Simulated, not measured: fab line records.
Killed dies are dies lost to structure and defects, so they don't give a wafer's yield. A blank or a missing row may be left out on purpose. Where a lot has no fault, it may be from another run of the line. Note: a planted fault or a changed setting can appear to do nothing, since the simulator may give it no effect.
fab line records ; flow sfqLine
[record] lots = 7; wafers = 18; lastDay = 77
route steps=325 shown M0@42 I0@43
lots that met no fault: taken from a fault-free run of the same line
startH: hours from the record's opening day to when the first of the lot's shown wafers began ; waitH: hours since the lot's step before ; " same as the row above ; L1.1+2: a single row standing in for several wafers ; - no value present, or no start provided ; * or withheld: withheld ; < > ~ a bound
route shown NAME@n: names a module that has steps shown in the file, with the first one's number in the route ; usual: mean/standard deviation taken from wafers without a fault ; same: alike in all rows ; chamber/n: place in a boat ; sites: each site's reading ; _std_site: the standard deviation of these ; _edge_site: the outer-site mean with the inner-site mean subtracted ; radiusMm: how far each site lies from the wafer's centre ; mask NAME#n: copy n ; behind: the most recent tool/chamber to have shaped the wafer ; hold: what put the lot on hold/how long, in hours/how the hold closed ; device: the n, p or np transistor that did not switch ; end of line: the same wafers' tests at the end of the route ; where a step has no rows: the recipe by itself ; killed: dies that structure and defects cost at the first sort, which is not the same as the wafer's yield ; map: the dies of a wafer, with x for killed, . for not killed, _ for no die there
set.NAME: the run value of the setting; set.NAME@STEP: its run value at that earlier step ; model.NAME: the simulator's own value behind a step, which no gauge read
lots at some steps of the route; a table a step, a row a wafer
services: when a tool's chamber went out of use (startH, in hours from the record's first day, below 0 if earlier), for how many hours, and the reason
[[steps]]
[step SFQ_TRILAYER_M0_STRIP_SOLV_CLEAN_026]
[recipe] chemistry = NMP; tempC = 70; timeS = 600
[step SFQ_TRILAYER_I0_DEP_PECVD_027]
[recipe] material = SiO2; tempC = 150; timeS = 111.11; pressureTorr = 2.4; rfW = 183.3; precursor = SiH4/N2O; targetThkNm = 500
[usual] heaterPowerW = 83/9.1; throttleValvePct = 24.2/0.97
lot.wafer;tool;chamber;startH;waitH;heaterPowerW;throttleValvePct
L138.4;pecvd-03;2;184.04;0.0;87;23.9
L138.5;pecvd-03;0;184.04;0.0;94;24.3
L138.6;pecvd-03;1;184.04;0.0;80;23.5
L142.2;pecvd-04;2;221.23;0.0;91;22.1
L142.4;pecvd-04;0;221.23;0.0;72;22.5
L142.5;pecvd-04;2;221.23;0.0;91;22.1
L148.2;pecvd-03;2;256.75;0.0;89;24.2
L148.3;pecvd-03;0;256.75;0.0;86;24.8
L148.6;pecvd-03;1;256.75;0.0;91;24.0
L151.4;pecvd-01;2;279.44;0.0;84;23.8
L151.6;pecvd-01;0;279.44;0.0;81;25.4
L152.4;pecvd-01;1;284.24;0.0;92;25.3
L152.6;pecvd-01;2;284.24;0.0;92;23.8
L155.1;pecvd-01;0;305.80;0.0;74;25.6
L155.2;pecvd-01;1;305.80;0.0;90;25.5
L156.1;pecvd-03;0;313.02;0.0;99;24.9
L156.3;pecvd-03;1;313.02;0.0;91;23.9
L156.4;pecvd-03;1;313.02;0.0;73;24.1
[step SFQ_TRILAYER_I0_CMP_CMP_028]
[recipe] material = SiO2; downForcePsi = 3; platenRpm = 60; padVelocityMS = 0.94248
[usual] motorCurrentA = 9.8/0.74; timeToEndpointS = 216/8.2
lot.wafer;tool;chamber;startH;waitH;motorCurrentA;timeToEndpointS
L138.4;cmp-02;3;185.07;1.0;11.5;220
L138.6;cmp-02;1;186.07;2.0;9.0;212
L138.5;cmp-02;2;186.07;2.0;10.6;231
L142.4;cmp-01;2;221.31;0.0;9.9;218
L142.2;cmp-01;1;222.81;1.5;9.4;200
L142.5;cmp-01;2;222.81;1.5;9.9;229
L148.3;cmp-02;3;266.34;9.6;11.4;214
L148.2;cmp-02;2;267.84;11.1;10.5;210
L148.6;cmp-02;3;267.84;11.1;10.4;217
L151.4;cmp-01;1;285.13;5.7;9.5;218
L151.6;cmp-01;1;287.13;7.7;9.5;203
L152.4;cmp-02;3;293.32;9.0;11.4;218
L152.6;cmp-02;0;293.32;9.0;9.8;220
L155.1;cmp-01;2;311.63;5.8;9.8;220
L155.2;cmp-01;0;312.63;6.8;9.6;219
L156.3;cmp-01;2;317.63;4.6;9.5;206
L156.1;cmp-01;0;318.63;5.6;9.8;208
L156.4;cmp-01;1;318.63;5.6;9.9;210
[step SFQ_I0_BOW_MEAS_907]
[recipe] mode = bow
[usual] I0_BOW = 0/7.3
lot.wafer;tool;chamber;startH;waitH;I0_BOW[um]
L138.4;filmMetro-01;-;187.13;1.6;5
L138.5;filmMetro-01;-;187.13;1.6;3
L138.6;filmMetro-01;-;187.13;1.6;-1
L142.2;filmMetro-02;-;224.33;1.0;4
L142.4;filmMetro-02;-;224.33;1.0;3
L142.5;filmMetro-02;-;224.33;1.0;4
L148.2;filmMetro-01;-;269.36;1.0;1
L148.3;filmMetro-01;-;269.36;1.0;-8
L148.6;filmMetro-01;-;269.36;1.0;-12
L151.4;filmMetro-01;-;287.69;2.1;-11
L151.6;filmMetro-01;-;287.69;2.1;-4
L152.4;filmMetro-02;-;294.88;1.1;4
L152.6;filmMetro-02;-;294.88;1.1;7
L155.1;filmMetro-01;-;314.63;2.5;4
L155.2;filmMetro-01;-;314.63;2.5;-14
L156.1;filmMetro-02;-;320.63;1.5;-5
L156.3;filmMetro-02;-;320.63;1.5;8
L156.4;filmMetro-02;-;320.63;1.5;-2
[step SFQ_TRILAYER_I0_METRO_MEASURE_029]
[usual] thkNm = 200.2/1.4
lot.wafer;tool;chamber;startH;waitH;thkNm
L138.4;filmMetro-01;-;187.79;0.6;201.6
L138.5;filmMetro-01;-;187.79;0.6;201.4
L138.6;filmMetro-01;-;187.79;0.6;199.1
L142.2;filmMetro-02;-;224.63;0.3;198.4
L142.4;filmMetro-02;-;224.63;0.3;200.8
L142.5;filmMetro-02;-;224.63;0.3;201.0
L148.2;filmMetro-01;-;269.66;0.3;200.5
L148.3;filmMetro-01;-;269.66;0.3;200.2
L148.6;filmMetro-01;-;269.66;0.3;199.3
L151.4;filmMetro-01;-;288.35;0.6;199.0
L151.6;filmMetro-01;-;288.35;0.6;197.7
L152.4;filmMetro-02;-;295.54;0.6;199.0
L152.6;filmMetro-02;-;295.54;0.6;199.0
L155.1;filmMetro-01;-;314.75;0.1;202.3
L155.2;filmMetro-01;-;314.75;0.1;200.7
L156.1;filmMetro-02;-;320.75;0.1;201.6
L156.3;filmMetro-02;-;320.75;0.1;203.1
L156.4;filmMetro-02;-;320.75;0.1;198.7
[step SFQ_TRILAYER_I0_VIA_LITHO_COAT_036]
[recipe] resist = BARC; spinRpm = 3000; resistThkNm = 62
[step SFQ_TRILAYER_I0_VIA_LITHO_COAT_031]
[recipe] resist = KrF; spinRpm = 3000; resistThkNm = 650
[step SFQ_TRILAYER_I0_VIA_LITHO_SOFTBAKE_035]
[recipe] tempC = withheld; timeS = withheld; resist = KrF
[step SFQ_TRILAYER_I0_VIA_LITHO_EXPOSE_032]
[recipe] maskId = I0; na = 0.6; sourceShape = conventional; sigmaOuter = 0.65; targetCdNm = 500; doseMj = 21.3
[step SFQ_TRILAYER_I0_VIA_LITHO_PEB_034]
[recipe] pebTempC = 115; pebTimeS = 60; resist = KrF
[step SFQ_TRILAYER_I0_VIA_LITHO_DEVELOP_033]
[recipe] timeS = 60; resist = KrF
[step SFQ_I0_OVL_MEAS_908]
[usual] I0_OVL = -1/5.3
lot.wafer;tool;chamber;startH;waitH;I0_OVL[nm]
L138.4;overlay-01;-;248.57;0.1;-3
L138.5;overlay-01;-;248.57;0.1;-5
L138.6;overlay-01;-;248.57;0.1;-9
L142.2;overlay-01;-;290.41;0.1;-5
L142.4;overlay-01;-;290.41;0.1;-1
L142.5;overlay-01;-;290.41;0.1;-1
L148.2;overlay-02;-;336.01;0.1;-4
L148.3;overlay-02;-;336.01;0.1;-5
L148.6;overlay-02;-;336.01;0.1;-9
L151.4;overlay-01;-;351.62;0.1;-16
L151.6;overlay-01;-;351.62;0.1;-9
L152.4;overlay-01;-;358.82;0.1;-2
L152.6;overlay-01;-;358.82;0.1;-2
L155.1;overlay-01;-;379.21;0.1;11
L155.2;overlay-01;-;379.21;0.1;11
L156.1;overlay-02;-;382.81;0.1;3
L156.3;overlay-02;-;382.81;0.1;-1
L156.4;overlay-02;-;382.81;0.1;-3
[step SFQ_TRILAYER_I0_VIA_BARC_OPEN_VIA_ETCH_046]
[recipe] maskMaterial = PR; chemistry = O2; targetDepthNm = 125; target = BARC; sourceW = 500; biasW = 80; pressureMtorr = 30; timeS = 41.7
[usual] drypumpMotorCurrentA = 5.7/0.42; oesProductAu = 0.685/0.0042; runLengthS = 69.8/0.46
lot.wafer;tool;chamber;startH;waitH;drypumpMotorCurrentA;oesProductAu;rfHoursCounterH;runLengthS
L138.4;rieDiel-04;1;248.59;0.0;5.8;0.684;102;70.3
L138.5;rieDiel-04;2;248.59;0.0;5.9;0.683;-;69.1
L138.6;rieDiel-04;3;248.59;0.0;5.8;0.685;-;69.7
L142.2;rieDiel-01;2;290.44;0.0;6.1;0.684;102;69.1
L142.4;rieDiel-01;0;290.44;0.0;4.8;0.680;121;70.1
L142.5;rieDiel-01;1;290.44;0.0;5.8;0.688;-;70.4
L148.2;rieDiel-01;0;336.04;0.0;4.8;0.694;122;69.9
L148.3;rieDiel-01;1;336.04;0.0;5.8;0.686;57;70.2
L148.6;rieDiel-01;1;336.04;0.0;5.8;0.677;-;70.0
L151.4;rieDiel-01;1;351.64;0.0;5.9;0.680;57;70.2
L151.6;rieDiel-01;2;351.64;0.0;6.1;0.663;-;72.0
L152.4;rieDiel-01;2;358.84;0.0;6.1;0.689;103;69.1
L152.6;rieDiel-01;2;358.84;0.0;6.1;0.668;-;71.7
L155.1;rieDiel-01;2;379.24;0.0;6.1;0.683;104;69.3
L155.2;rieDiel-01;3;379.24;0.0;5.8;0.668;1;72.0
L156.1;rieDiel-04;3;382.84;0.0;5.8;0.685;103;69.5
L156.3;rieDiel-04;1;382.84;0.0;5.8;0.685;104;70.2
L156.4;rieDiel-04;2;382.84;0.0;5.9;0.688;11;69.1
[step SFQ_TRILAYER_I0_VIA_ETCH_VIA_ETCH_034]
[recipe] target = SiO2; stopOn = Nb; maskMaterial = PR; taperDeg = 20; chemistry = CHF3; targetDepthNm = 260; sourceW = 500; biasW = 80; pressureMtorr = 30; timeS = withheld
[usual] drypumpMotorCurrentA = 5.7/0.42; oesProductAu = 0.855/0.0053
lot.wafer;tool;chamber;startH;waitH;drypumpMotorCurrentA;oesProductAu
L138.4;rieDiel-04;1;248.63;0.0;5.8;0.859
L138.5;rieDiel-04;2;248.63;0.0;5.9;0.858
L138.6;rieDiel-04;3;248.63;0.0;5.8;0.855
L142.2;rieDiel-01;2;290.48;0.0;6.1;0.849
L142.4;rieDiel-01;0;290.48;0.0;4.8;0.855
L142.5;rieDiel-01;1;290.48;0.0;5.8;0.859
L148.2;rieDiel-01;0;336.08;0.0;4.8;0.857
L148.3;rieDiel-01;1;336.08;0.0;5.8;0.858
L148.6;rieDiel-01;1;336.08;0.0;5.8;0.857
L151.4;rieDiel-01;1;351.68;0.0;5.8;0.858
L151.6;rieDiel-01;2;351.68;0.0;6.1;0.853
L152.4;rieDiel-01;2;358.88;0.0;6.1;0.854
L152.6;rieDiel-01;2;358.88;0.0;6.1;0.852
L155.1;rieDiel-01;2;379.28;0.0;6.1;0.861
L155.2;rieDiel-01;3;379.28;0.0;5.7;0.852
L156.1;rieDiel-04;3;382.88;0.0;5.8;0.859
L156.3;rieDiel-04;1;382.88;0.0;5.8;0.863
L156.4;rieDiel-04;2;382.88;0.0;5.9;0.842
[[services]]
tool;chamber;startH;hours;kind
pecvd-01;-;162.98;0.9;repair
pecvd-01;-;173.21;5.5;pm
rieDiel-01;1;177.23;4.8;repair
filmMetro-02;-;186.51;1.5;pm
rieDiel-04;1;191.93;4.2;repair
pecvd-04;-;194.25;14.0;pm
cmp-01;-;210.11;1.1;repair
rieDiel-04;-;211.37;0.3;repair
filmMetro-01;-;213.11;0.3;pm
filmMetro-01;-;223.58;1.2;pm
cmp-01;-;227.31;6.3;pm
filmMetro-01;-;227.53;5.6;pm
cmp-02;-;232.65;4.0;pm
filmMetro-02;-;233.22;1.7;pm
rieDiel-04;-;250.12;0.1;repair
cmp-02;-;278.34;10.5;pm
rieDiel-01;3;278.63;8.8;repair
pecvd-04;-;293.66;14.6;pm
filmMetro-01;-;301.96;1.3;pm
rieDiel-04;-;311.40;1.0;repair
filmMetro-02;-;321.95;1.0;pm
filmMetro-01;-;332.82;0.3;pm
pecvd-01;1;356.91;9.4;repair
rieDiel-04;-;377.89;2.8;pm
[[key]]
[firstSign] step = SFQ_TRILAYER_I0_VIA_BARC_OPEN_VIA_ETCH_046; reading = runLengthS; direction = up; sigmas = 4.6; usual = *; struck = *
[effect] step = SFQ_TRILAYER_I0_VIA_BARC_OPEN_VIA_ETCH_046; reading = oesProductAu; direction = down; sigmas = 4.3; usual = 0.685; struck = 0.666
metAt SFQ_TRILAYER_I0_VIA_BARC_OPEN_VIA_ETCH_046
struckWafers L151.6,L152.6,L155.2
onsetBetween 336.04 351.64
[fault] kind = processParameterDrift; tool = rieDiel-01; chamber = -; onsetH = 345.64; steps = SFQ_TRILAYER_I0_VIA_BARC_OPEN_VIA_ETCH_046; channel = timeS; offset = *; shape = step; endH = 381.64; scope = struckWafersOnly; actsIn = *; stated = *
